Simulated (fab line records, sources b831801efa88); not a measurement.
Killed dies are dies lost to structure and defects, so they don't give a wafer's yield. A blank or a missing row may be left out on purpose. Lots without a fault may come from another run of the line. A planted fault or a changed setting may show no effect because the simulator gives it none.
Chamber matching | flow sky130 | SKY_FIELD_ISO_ETCH_17 on rie_si-02: 4 sister chambers
The step etches Si in HBr/Cl2/O2, target depth 342 nm, time 97.7 s. 4 wafers are shown with their chamber, then 8 later ones without.

WAFERS WITH THEIR CHAMBER
wafer  | chamber | drypump_motor_current_A (A)
L883.6 | 0       | 5.0
L886.6 | 2       | 6.1
L892.2 | 1       | 5.5
L896.1 | 3       | 5.9

WAFERS WITHOUT THEIR CHAMBER
wafer  | drypump_motor_current_A (A)
L896.2 | 5.0
L896.3 | 6.1
L897.2 | 5.4
L897.5 | 5.0
L897.6 | 5.9
L903.2 | 5.9
L903.4 | 5.4
L903.5 | 6.1

WHICH CHAMBER EACH WENT THROUGH
wafer  | from the rows above | in truth
L896.2 | 0                   | 0
L896.3 | 2                   | 2
L897.2 | 1                   | 1
L897.5 | 0                   | 0
L897.6 | 3                   | 3
L903.2 | 3                   | 3
L903.4 | 1                   | 1
L903.5 | 2                   | 2
Placed correctly: 8 of 8. Can't be placed from these rows: 0. Placed wrongly: 0.
How it was worked out, from the rows above alone: a wafer's distance from a chamber is the root of the sum, over the readings, of the square of ((its reading less the chamber's mean) divided by the reading's scatter). The wafer belongs to the nearest chamber; if the next one is less than 2 further off, it can't be placed. A chamber's mean is the mean of its shown wafers. The scatter: with one shown wafer a chamber, the root of the mean of the squares of how far each hidden wafer lies from its nearest shown one.
